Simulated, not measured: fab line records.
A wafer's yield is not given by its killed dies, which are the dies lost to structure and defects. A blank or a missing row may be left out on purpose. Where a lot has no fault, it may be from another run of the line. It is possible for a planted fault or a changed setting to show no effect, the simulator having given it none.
fab line records -- flow sky130
record lots=5, wafers=15, lastDay=49
route steps=708 shown NWELL@66 PWDE@84 VT_ADJUST_HVTP@85 VT_ADJUST_LVTN@97
lots untouched by any fault: they come from a run of this same line in which no faults occurred
startH: hours from the record's opening day to when the first of the lot's shown wafers began -- waitH: time in hours since the lot's previous step -- " repeats the value in the row above -- L1.1+2: a row that stands for several wafers -- - no value present, or no start provided -- * or withheld: withheld -- < > ~ a bound
route shown NAME@n: NAME is a module with steps in the file, n the number in the route of the first one -- usual: average and standard deviation across the fault-free wafers -- same: alike in all rows -- chamber/n: place in a boat -- sites: per-site readings -- _std_site: standard deviation across them -- _edge_site: the outer-site mean with the inner-site mean subtracted -- radiusMm: for every site, how far away it sits from the centre of the wafer -- mask NAME#n: copy n -- behind: the most recent tool/chamber to have shaped the wafer -- hold: why the lot went on hold/how many hours it stayed there/how the hold came to an end -- device: names the non-switching transistor (n, p or np) -- end of line: tests of these same wafers at the route's end -- where a step has no rows: the recipe by itself -- killed: not the wafer's yield, but the dies lost to structure and defects at the first sort -- map: dies across one wafer; x = killed, . = not, _ = none there
set.NAME: the setting that was run; set.NAME@STEP: the one run at that earlier step -- model.NAME: the simulator's own value behind a step, which no gauge read
lots seen at some steps along the route; tables by step, rows by wafer
services: when a tool's chamber went out of use (startH, in hours from the record's first day, below 0 if earlier), for how many hours, and the reason
## steps
# step SKY_NWELL_IMPLANT_13
# recipe species=P, energyKev=50, doseCm2=7e+11, tiltDeg=withheld
# step SKY_NWELL_STRIP_14
# recipe chemistry=O2/N2, powerW=1400, pressureMtorr=1500, platenTempC=withheld, o2FlowSccm=3000, n2FlowSccm=300, overashFraction=0.5
# usual drypumpMotorCurrentA=5.5/0.45, oesProductAu=0.723/0.0044, stripTimeToEndpointS=36.90/0.086
lot.wafer,tool,chamber,startH,waitH,drypumpMotorCurrentA,oesProductAu,rfHoursCounterH,stripTimeToEndpointS
L731.3,plasmaAsher-02,1,79.80,0.1,5.4,0.722,-,37.02
L731.5,plasmaAsher-02,0,79.80,0.1,5.1,0.727,-,37.05
L731.6,plasmaAsher-02,1,79.80,0.1,5.4,0.725,-,36.96
L741.1,plasmaAsher-01,1,143.25,0.1,4.9,0.726,46,36.93
L741.2,plasmaAsher-01,0,143.25,0.1,5.7,0.721,46,36.98
L741.5,plasmaAsher-01,0,143.25,0.1,5.7,0.724,-,36.99
L744.2,plasmaAsher-01,1,164.02,0.1,4.9,0.722,48,36.86
L744.3,plasmaAsher-01,1,164.02,0.1,4.9,0.718,-,36.84
L744.5,plasmaAsher-01,0,164.02,0.1,5.7,0.719,-,36.78
L747.1,plasmaAsher-01,1,177.34,0.1,4.9,0.722,49,36.86
L747.2,plasmaAsher-01,0,177.34,0.1,5.7,0.723,49,36.93
L747.6,plasmaAsher-01,1,177.34,0.1,5.0,0.723,-,36.90
L750.2,plasmaAsher-02,1,193.69,0.1,5.4,0.725,50,36.76
L750.3,plasmaAsher-02,1,193.69,0.1,5.4,0.720,-,36.89
L750.4,plasmaAsher-02,0,193.69,0.1,5.1,0.729,-,36.87
# step SKY_NWELL_TW_MEAS_15
# usual NWELL_TW=1850/24
lot.wafer,tool,chamber,startH,waitH,NWELL_TW
L731.3,filmMetro-04,-,79.89,0.1,1822
L731.5,filmMetro-04,-,79.89,0.1,1829
L731.6,filmMetro-04,-,79.89,0.1,1817
L741.1,filmMetro-02,-,143.35,0.1,1851
L741.2,filmMetro-02,-,143.35,0.1,1855
L741.5,filmMetro-02,-,143.35,0.1,1848
L744.2,filmMetro-01,-,164.13,0.1,1870
L744.3,filmMetro-01,-,164.13,0.1,1866
L744.5,filmMetro-01,-,164.13,0.1,1865
L747.1,filmMetro-02,-,177.44,0.1,1843
L747.2,filmMetro-02,-,177.44,0.1,1842
L747.6,filmMetro-02,-,177.44,0.1,1837
L750.2,filmMetro-04,-,193.80,0.1,1819
L750.3,filmMetro-04,-,193.80,0.1,1827
L750.4,filmMetro-04,-,193.80,0.1,1835
# step SKY_NWELL_DEHYDRATE_16
# recipe tempC=200, timeS=60
# step SKY_NWELL_HMDS_17
# recipe primeTimeS=60, primeTempC=120
# step SKY_NWELL_COAT_18
# recipe spinRpm=2000, resistThkNm=3000
# step SKY_NWELL_SOFTBAKE_19
# recipe tempC=110, timeS=withheld
# step SKY_NWELL_EXPOSE_20
# recipe maskId=NWM_COMPLEMENT, na=0.6, sourceShape=conventional, sigmaOuter=0.6, polarization=unpolarized, targetCdNm=840, doseMj=260
# step SKY_NWELL_PEB_21
# recipe tempC=115, timeS=withheld
# step SKY_NWELL_DEVELOP_22
# recipe wallAngleDeg=90, developer=TMAH, developTimeS=60, devTempC=23
# step SKY_NWELL_OVL_MEAS_23
# usual NWELL_01_OVL=-0.4/1.6
lot.wafer,tool,chamber,startH,waitH,NWELL_01_OVL[nm]
L731.3,overlay-02,-,96.04,-,-3.6
L731.5,overlay-02,-,96.04,-,-2.7
L731.6,overlay-02,-,96.04,-,-2.1
L741.1,overlay-01,-,162.50,-,2.3
L741.2,overlay-01,-,162.50,-,2.4
L741.5,overlay-01,-,162.50,-,2.0
L744.2,overlay-01,-,183.79,-,0.7
L744.3,overlay-01,-,183.79,-,-1.4
L744.5,overlay-01,-,183.79,-,-1.1
L747.1,overlay-01,-,198.31,-,-1.1
L747.2,overlay-01,-,198.31,-,1.0
L747.6,overlay-01,-,198.31,-,0.0
L750.2,overlay-02,-,215.62,-,1.0
L750.3,overlay-02,-,215.62,-,0.0
L750.4,overlay-02,-,215.62,-,-1.0
# step SKY_NWELL_IMPLANT_24
# recipe species=B, energyKev=142.8, doseCm2=9.2e+12, tiltDeg=withheld
# step SKY_NWELL_STRIP_25
# recipe chemistry=O2/N2, powerW=1400, pressureMtorr=1500, platenTempC=withheld, o2FlowSccm=3000, n2FlowSccm=300, overashFraction=0.5
# usual drypumpMotorCurrentA=5.7/0.48, oesProductAu=0.723/0.0048, stripTimeToEndpointS=36.89/0.11
lot.wafer,tool,chamber,startH,waitH,drypumpMotorCurrentA,oesProductAu,rfHoursCounterH,stripTimeToEndpointS,model.coat_of_NWELL_COAT_18.thkNm
L731.3,plasmaAsher-01,0,96.25,0.1,5.7,0.719,-,37.05,0
L731.5,plasmaAsher-01,1,96.25,0.1,4.9,0.726,-,36.89,0
L731.6,plasmaAsher-01,0,96.25,0.1,5.7,0.723,-,36.93,0
L741.1,plasmaAsher-01,1,162.69,0.1,5.0,0.961,48,-,886.3
L741.2,plasmaAsher-01,0,162.69,0.1,5.7,0.953,48,-,887.2
L741.5,plasmaAsher-01,0,162.69,0.1,5.7,0.946,-,-,886.2
L744.2,plasmaAsher-02,1,183.97,0.1,5.4,0.723,49,36.84,0
L744.3,plasmaAsher-02,1,183.97,0.1,5.4,0.725,-,36.82,0
L744.5,plasmaAsher-02,0,183.97,0.1,5.1,0.725,-,36.82,0
L747.1,plasmaAsher-02,0,198.50,0.1,5.1,0.723,50,36.74,0
L747.2,plasmaAsher-02,1,198.50,0.1,5.4,0.729,50,36.89,0
L747.6,plasmaAsher-02,0,198.50,0.1,5.1,0.721,-,36.84,0
L750.2,plasmaAsher-04,1,215.80,0.1,6.1,0.720,40,36.76,0
L750.3,plasmaAsher-04,0,215.80,0.1,6.1,0.723,-,36.71,0
L750.4,plasmaAsher-04,1,215.80,0.1,6.1,0.722,-,36.85,0
# step SKY_NWELL_TW_MEAS_26
# usual NWELL_2_TW=502/6
lot.wafer,tool,chamber,startH,waitH,NWELL_2_TW
L731.3,filmMetro-02,-,96.34,0.1,495
L731.5,filmMetro-02,-,96.34,0.1,496
L731.6,filmMetro-02,-,96.34,0.1,498
L741.1,filmMetro-01,-,162.79,0.1,508
L741.2,filmMetro-01,-,162.79,0.1,510
L741.5,filmMetro-01,-,162.79,0.1,506
L744.2,filmMetro-01,-,184.08,0.1,508
L744.3,filmMetro-01,-,184.08,0.1,507
L744.5,filmMetro-01,-,184.08,0.1,507
L747.1,filmMetro-02,-,198.60,0.1,504
L747.2,filmMetro-02,-,198.60,0.1,502
L747.6,filmMetro-02,-,198.60,0.1,504
L750.2,filmMetro-02,-,215.91,0.1,504
L750.3,filmMetro-02,-,215.91,0.1,503
L750.4,filmMetro-02,-,215.91,0.1,500
# step SKY_NWELL_CLEAN_27
# recipe chemistry=SC1/SC2, mix=1:4:20, tempC=70, timeS=150, dry=n2Spin
# step SKY_NWELL_RTA_28
# recipe tempC=1050, timeS=30, idleTempC=650, rampUpCPerS=150, rampDownCPerS=90, ambient=N2
# usual chamberO2Ppm=2.001/0.019, lampPowerPct=25.31/0.051, rampUpCPerS=150.00/0.031, wafer_temp_C_max=1055.0/1
lot.wafer,tool,chamber,startH,waitH,chamberO2Ppm,lampPowerPct,rampUpCPerS,wafer_temp_C_max
L731.3,rtpAnneal-02,0,96.46,0.0,2.014,25.26,150.02,1055.0
L731.5,rtpAnneal-02,0,96.46,0.0,1.999,25.26,150.01,1053.8
L731.6,rtpAnneal-02,0,96.46,0.0,2.013,25.31,150.02,1055.1
L741.1,rtpAnneal-02,0,162.90,0.0,2.006,25.34,150.07,1055.6
L741.2,rtpAnneal-02,0,162.90,0.0,2.001,25.37,150.00,1056.5
L741.5,rtpAnneal-02,0,162.90,0.0,2.019,25.30,149.98,1055.7
L744.2,rtpAnneal-02,0,184.20,0.0,1.987,25.30,150.00,1054.4
L744.3,rtpAnneal-02,0,184.20,0.0,1.991,25.38,150.00,1053.9
L744.5,rtpAnneal-02,0,184.20,0.0,1.976,25.34,149.98,1054.6
L747.1,rtpAnneal-01,0,198.71,0.0,1.980,25.37,150.01,1054.4
L747.2,rtpAnneal-01,0,198.71,0.0,1.955,25.35,149.99,1054.6
L747.6,rtpAnneal-01,0,198.71,0.0,2.005,25.31,149.95,1056.3
L750.2,rtpAnneal-02,0,216.03,0.0,1.997,25.17,150.01,1055.1
L750.3,rtpAnneal-02,0,216.03,0.0,1.994,25.36,149.98,1056.7
L750.4,rtpAnneal-02,0,216.03,0.0,1.978,25.35,149.99,1053.9
# step SKY_NWELL_RS_MEAS_29
# recipe thkMeasGauge=four-point-probe
# usual NWELL_RS=621.5/1.6
lot.wafer,tool,chamber,startH,waitH,NWELL_RS[ohm/sq]
L731.3,filmMetro-02,-,96.57,0.1,622.2
L731.5,filmMetro-02,-,96.57,0.1,622.3
L731.6,filmMetro-02,-,96.57,0.1,624.6
L741.1,filmMetro-02,-,163.00,0.1,621.2
L741.2,filmMetro-02,-,163.00,0.1,619.0
L741.5,filmMetro-02,-,163.00,0.1,619.6
L744.2,filmMetro-01,-,184.30,0.1,621.0
L744.3,filmMetro-01,-,184.30,0.1,621.5
L744.5,filmMetro-01,-,184.30,0.1,620.1
L747.1,filmMetro-02,-,198.81,0.1,624.4
L747.2,filmMetro-02,-,198.81,0.1,623.9
L747.6,filmMetro-02,-,198.81,0.1,623.5
L750.2,filmMetro-02,-,216.13,0.1,623.0
L750.3,filmMetro-02,-,216.13,0.1,622.8
L750.4,filmMetro-02,-,216.13,0.1,622.4
# step SKY_NWELL_RS_MEAS_31
# recipe thkMeasGauge=four-point-probe
# usual PWDE_RS=5283/19
lot.wafer,tool,chamber,startH,waitH,PWDE_RS[ohm/sq]
L731.3,filmMetro-02,-,96.81,0.1,5268
L731.5,filmMetro-02,-,96.81,0.1,5289
L731.6,filmMetro-02,-,96.81,0.1,5275
L741.1,filmMetro-02,-,163.24,0.1,5284
L741.2,filmMetro-02,-,163.24,0.1,5268
L741.5,filmMetro-02,-,163.24,0.1,5298
L744.2,filmMetro-01,-,184.54,0.1,5274
L744.3,filmMetro-01,-,184.54,0.1,5297
L744.5,filmMetro-01,-,184.54,0.1,5289
L747.1,filmMetro-02,-,199.05,0.1,5274
L747.2,filmMetro-02,-,199.05,0.1,5272
L747.6,filmMetro-02,-,199.05,0.1,5293
L750.2,filmMetro-02,-,216.37,0.1,5321
L750.3,filmMetro-02,-,216.37,0.1,5309
L750.4,filmMetro-02,-,216.37,0.1,5298
# step SKY_VT_ADJUST_HVTP_DEHYDRATE_00
# recipe tempC=200, timeS=60
# step SKY_VT_ADJUST_HVTP_HMDS_01
# recipe primeTimeS=60, primeTempC=120
# step SKY_VT_ADJUST_HVTP_COAT_02
# recipe resist=NOVOLAK, spinRpm=3000, resistThkNm=1140
# step SKY_VT_ADJUST_HVTP_SOFTBAKE_03
# recipe tempC=90, timeS=60, resist=NOVOLAK
# step SKY_VT_ADJUST_HVTP_EXPOSE_04
# recipe maskId=HVTPM, na=0.6, sourceShape=conventional, sigmaOuter=0.6, polarization=unpolarized, targetCdNm=380, doseMj=140
# step SKY_VT_ADJUST_HVTP_PEB_05
# recipe tempC=withheld, timeS=*, resist=NOVOLAK
# step SKY_VT_ADJUST_HVTP_DEVELOP_06
# recipe resist=NOVOLAK, developer=TMAH, developTimeS=60, devTempC=23
# step SKY_VT_ADJUST_HVTP_CD_MEAS_07
# recipe targetCdNm=380
# usual cdNm=380.0/2.6
lot.wafer,tool,chamber,startH,waitH,cdNm
L731.3,cdSem-02,-,114.48,0.1,380.4
L731.5,cdSem-02,-,114.48,0.1,379.6
L731.6,cdSem-02,-,114.48,0.1,378.5
L741.1,cdSem-01,-,182.91,0.1,376.8
L741.2,cdSem-01,-,182.91,0.1,377.2
L741.5,cdSem-01,-,182.91,0.1,376.7
L744.2,cdSem-02,-,205.68,0.1,378.1
L744.3,cdSem-02,-,205.68,0.1,381.9
L744.5,cdSem-02,-,205.68,0.1,379.6
L747.1,cdSem-01,-,220.28,0.1,377.8
L747.2,cdSem-01,-,220.28,0.1,376.7
L747.6,cdSem-01,-,220.28,0.1,375.5
L750.2,cdSem-02,-,238.30,0.1,382.0
L750.3,cdSem-02,-,238.30,0.1,380.3
L750.4,cdSem-02,-,238.30,0.1,379.6
# step SKY_VT_ADJUST_HVTP_OVL_MEAS_08
# usual VT_ADJUST_HVTP_OVL=0.0/1.4
lot.wafer,tool,chamber,startH,waitH,VT_ADJUST_HVTP_OVL[nm]
L731.3,overlay-01,-,114.60,0.1,0.0
L731.5,overlay-01,-,114.60,0.1,0.8
L731.6,overlay-01,-,114.60,0.1,-0.4
L741.1,overlay-01,-,183.03,0.1,2.6
L741.2,overlay-01,-,183.03,0.1,1.5
L741.5,overlay-01,-,183.03,0.1,1.6
L744.2,overlay-01,-,205.79,0.1,-0.8
L744.3,overlay-01,-,205.79,0.1,0.2
L744.5,overlay-01,-,205.79,0.1,0.0
L747.1,overlay-01,-,220.40,0.1,-1.9
L747.2,overlay-01,-,220.40,0.1,-2.5
L747.6,overlay-01,-,220.40,0.1,-2.2
L750.2,overlay-02,-,238.41,0.1,1.3
L750.3,overlay-02,-,238.41,0.1,-0.2
L750.4,overlay-02,-,238.41,0.1,1.8
# step SKY_VT_ADJUST_HVTP_IMPLANT_09
# recipe species=As, energyKev=150, doseCm2=4.3e+12, tiltDeg=withheld
# step SKY_VT_ADJUST_HVTP_STRIP_10
# recipe chemistry=O2/N2, powerW=1400, pressureMtorr=1500, platenTempC=withheld, o2FlowSccm=3000, n2FlowSccm=300, overashFraction=0.5
# usual drypumpMotorCurrentA=5.4/0.35, oesProductAu=0.716/0.0043, stripTimeToEndpointS=14.20/0.04
lot.wafer,tool,chamber,startH,waitH,drypumpMotorCurrentA,oesProductAu,rfHoursCounterH,stripTimeToEndpointS
L731.3,plasmaAsher-02,1,115.34,0.1,5.4,0.718,-,14.12
L731.5,plasmaAsher-02,0,115.34,0.1,5.1,0.713,-,14.18
L731.6,plasmaAsher-02,1,115.34,0.1,5.4,0.707,-,14.15
L741.1,plasmaAsher-01,1,183.22,0.1,4.9,0.714,50,27.55
L741.2,plasmaAsher-01,0,183.22,0.1,5.7,0.716,50,27.55
L741.5,plasmaAsher-01,0,183.22,0.1,5.7,0.720,-,27.57
L744.2,plasmaAsher-01,0,205.97,0.1,5.7,0.714,52,14.23
L744.3,plasmaAsher-01,0,205.97,0.1,5.7,0.712,-,14.24
L744.5,plasmaAsher-01,0,205.97,0.1,5.7,0.717,-,14.26
L747.1,plasmaAsher-01,1,220.59,0.1,4.9,0.710,54,14.24
L747.2,plasmaAsher-01,0,220.59,0.1,5.7,0.713,54,14.22
L747.6,plasmaAsher-01,1,220.59,0.1,4.9,0.712,-,14.26
L750.2,plasmaAsher-01,1,238.59,0.1,4.9,0.712,55,14.20
L750.3,plasmaAsher-01,0,238.59,0.1,5.7,0.718,-,14.21
L750.4,plasmaAsher-01,1,238.59,0.1,4.9,0.725,-,14.23
# step SKY_VT_ADJUST_HVTP_TW_MEAS_11
# usual VT_ADJUST_HVTP_TW=1368/13
lot.wafer,tool,chamber,startH,waitH,VT_ADJUST_HVTP_TW
L731.3,filmMetro-03,-,115.42,0.1,1373
L731.5,filmMetro-03,-,115.42,0.1,1383
L731.6,filmMetro-03,-,115.42,0.1,1371
L741.1,filmMetro-01,-,183.32,0.1,31
L741.2,filmMetro-01,-,183.32,0.1,31
L741.5,filmMetro-01,-,183.32,0.1,31
L744.2,filmMetro-01,-,206.08,0.1,1396
L744.3,filmMetro-01,-,206.08,0.1,1392
L744.5,filmMetro-01,-,206.08,0.1,1392
L747.1,filmMetro-03,-,220.69,0.1,1354
L747.2,filmMetro-03,-,220.69,0.1,1355
L747.6,filmMetro-03,-,220.69,0.1,1353
L750.2,filmMetro-01,-,238.70,0.1,1377
L750.3,filmMetro-01,-,238.70,0.1,1384
L750.4,filmMetro-01,-,238.70,0.1,1379
# step SKY_VT_ADJUST_LVTN_DEHYDRATE_00
# recipe tempC=200, timeS=60
## services
tool,chamber,startH,hours,kind
plasmaAsher-01,-,79.77,2.8,pm
plasmaAsher-02,-,98.71,0.9,repair
rtpAnneal-01,-,134.84,33.5,repair
plasmaAsher-01,-,137.26,1.7,repair
rtpAnneal-02,-,194.38,0.8,pm
## key
firstSign step=SKY_NWELL_STRIP_25, reading=oesProductAu, direction=up, sigmas=48, usual=0.723, struck=0.954
effect step=SKY_VT_ADJUST_HVTP_STRIP_10, reading=stripTimeToEndpointS, direction=up, sigmas=99+, usual=*, struck=*
effect step=SKY_VT_ADJUST_HVTP_TW_MEAS_11, reading=VT_ADJUST_HVTP_TW, direction=down, sigmas=99+, usual=1368, struck=31
modelEffect step=SKY_NWELL_STRIP_25, value=coat_of_NWELL_COAT_18.thkNm, without=0, struck=886.6
metAt SKY_NWELL_STRIP_25
struckWafers L741.1,L741.2,L741.5
sortLeftOut L741.1,L741.2,L741.5
testerLeftOut L741
onsetBetween 96.25 162.69
fault kind=stripAborted, tool=plasmaAsher-01, chamber=-, onsetH=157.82, steps=SKY_NWELL_STRIP_25, offset=0.57077, endH=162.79
# testerLeftOut: of these lots the tester's yield and bins aren't shown, on N5 and GAA mostly nor the transistor test; their killed dies are dies lost to structure and defects alone, not to doping, threshold or leakage, so they don't give the yield
# sortLeftOut: the simulated sort isn't trusted on such a fault, so these wafers' sort isn't shown, and their yield isn't known
